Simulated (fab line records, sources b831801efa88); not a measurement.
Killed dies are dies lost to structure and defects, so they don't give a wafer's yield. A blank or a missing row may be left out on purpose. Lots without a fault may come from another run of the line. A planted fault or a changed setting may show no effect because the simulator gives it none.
Tool commonality check | flow sky130 | 12 lots, 36 wafers sampled

WHY IT WAS OPENED
At SKY_LI_CONTACT_CD_MEAS_12 the reading cd_nm is flagged on 1 of 12 lots. Wafers without a fault read 170.1 nm, standard deviation 1.4.
Rule: a lot is flagged when every wafer of it that has a number lies more than 4 standard deviations from that mean, or none has a number. The other lots count as sound.

lot  | measured     | on        | cd_nm (nm), wafer by wafer | flag
L839 | day 29 02:41 | cd_sem-02 | 169.2 170.1 169.9          |
L840 | day 29 18:44 | cd_sem-02 | 169.8 167.8 169.5          |
L841 | day 29 21:54 | cd_sem-01 | 172.8 170.9 171.4          |
L842 | day 30 05:21 | cd_sem-02 | 170.9 170.6 171.5          |
L849 | day 32 13:46 | cd_sem-02 | 134.5 135.6 133.0          | FLAGGED
L852 | day 33 18:17 | cd_sem-01 | 168.0 168.6 168.9          |
L854 | day 34 19:16 | cd_sem-02 | 170.8 169.2 170.3          |
L858 | day 36 03:07 | cd_sem-02 | 170.8 172.2 170.3          |
L860 | day 36 04:28 | cd_sem-02 | 172.3 171.1 172.3          |
L859 | day 36 07:00 | cd_sem-01 | 169.6 167.8 168.6          |
L861 | day 37 02:32 | cd_sem-01 | 172.1 170.7 172.8          |
L862 | day 37 07:10 | cd_sem-02 | 169.7 169.1 169.1          |
The numbers of the flagged lots are 134.4 nm on average: -35.7 nm against the usual, or -26 standard deviations.

WHICH TOOL RAN EACH LOT
The record holds 2 process steps before the reading, out of a route of 708 steps. In each cell: the tool, then ch and the chambers that the sampled wafers went through, then the start.
lot  | flag    | SKY_POLY_CUT_STRIP_12                | SKY_LI_CONTACT_EXPOSE_09
L839 |         | plasma_asher-03 ch 0,1, day 24 04:31 | krf_scanner-02 ch 0, day 28 13:41
L840 |         | plasma_asher-02 ch 0,1, day 24 23:25 | krf_scanner-01 ch 0, day 29 04:16
L841 |         | plasma_asher-04 ch 0,1, day 25 01:51 | krf_scanner-02 ch 0, day 29 06:32
L842 |         | plasma_asher-03 ch 0,1, day 25 07:34 | krf_scanner-02 ch 0, day 29 14:41
L849 | FLAGGED | plasma_asher-04 ch 0,1, day 27 19:27 | krf_scanner-02 ch 0, day 31 22:29
L852 |         | plasma_asher-02 ch 0,1, day 29 00:42 | krf_scanner-02 ch 0, day 33 03:42
L854 |         | plasma_asher-03 ch 1, day 30 04:36   | krf_scanner-02 ch 0, day 34 04:43
L858 |         | plasma_asher-02 ch 0,1, day 31 13:27 | krf_scanner-01 ch 0, day 35 12:41
L860 |         | plasma_asher-03 ch 0,1, day 31 15:22 | krf_scanner-02 ch 0, day 35 15:21
L859 |         | plasma_asher-04 ch 0,1, day 31 18:22 | krf_scanner-02 ch 0, day 35 19:33
L861 |         | plasma_asher-03 ch 0,1, day 32 13:19 | krf_scanner-02 ch 0, day 36 11:30
L862 |         | plasma_asher-04 ch 0,1, day 32 18:22 | krf_scanner-01 ch 0, day 36 17:26
What these steps do:
- SKY_POLY_CUT_STRIP_12: strips in O2/N2.
- SKY_LI_CONTACT_EXPOSE_09: exposes mask LICM1, target cd 170 nm.
- SKY_LI_CONTACT_CD_MEAS_12: target cd 170 nm.

FLAGGED OVER TOTAL, TOOL BY TOOL (the gauges that took the reading come last)
step                      | tool            | lots run | flagged | share of the flagged lots | sound lots run after its first flagged lot
SKY_POLY_CUT_STRIP_12     | plasma_asher-02 | 3        | 0       | none                      | -
SKY_POLY_CUT_STRIP_12     | plasma_asher-03 | 5        | 0       | none                      | -
SKY_POLY_CUT_STRIP_12     | plasma_asher-04 | 4        | 1       | all                       | 2 (L859,L862)
SKY_LI_CONTACT_EXPOSE_09  | krf_scanner-01  | 3        | 0       | none                      | -
SKY_LI_CONTACT_EXPOSE_09  | krf_scanner-02  | 9        | 1       | all                       | 5 (L852,L854,L860,L859,L861)
SKY_LI_CONTACT_CD_MEAS_12 | cd_sem-01       | 4        | 0       | none                      | -
SKY_LI_CONTACT_CD_MEAS_12 | cd_sem-02       | 8        | 1       | all                       | 4 (L854,L858,L860,L862)

WHAT THE TABLE ALLOWS
3 rows of the table ran every flagged lot: plasma_asher-04 at SKY_POLY_CUT_STRIP_12, krf_scanner-02 at SKY_LI_CONTACT_EXPOSE_09, cd_sem-02 at SKY_LI_CONTACT_CD_MEAS_12.
- plasma_asher-04 at SKY_POLY_CUT_STRIP_12: 1 of its 4 lots flagged. Sound lots ran on it after the first flagged one (L859, L862), which a lasting fault on the whole tool wouldn't allow.
- krf_scanner-02 at SKY_LI_CONTACT_EXPOSE_09: 1 of its 9 lots flagged. Sound lots ran on it after the first flagged one (L852, L854, L860, L859, L861), which a lasting fault on the whole tool wouldn't allow.
- cd_sem-02 at SKY_LI_CONTACT_CD_MEAS_12: 1 of its 8 lots flagged. Sound lots ran on it after the first flagged one (L854, L858, L860, L862), which a lasting fault on the whole tool wouldn't allow.
No row of the table ran every flagged lot and no sound lot after the first.

WHAT THE SIMULATOR HAD PUT IN
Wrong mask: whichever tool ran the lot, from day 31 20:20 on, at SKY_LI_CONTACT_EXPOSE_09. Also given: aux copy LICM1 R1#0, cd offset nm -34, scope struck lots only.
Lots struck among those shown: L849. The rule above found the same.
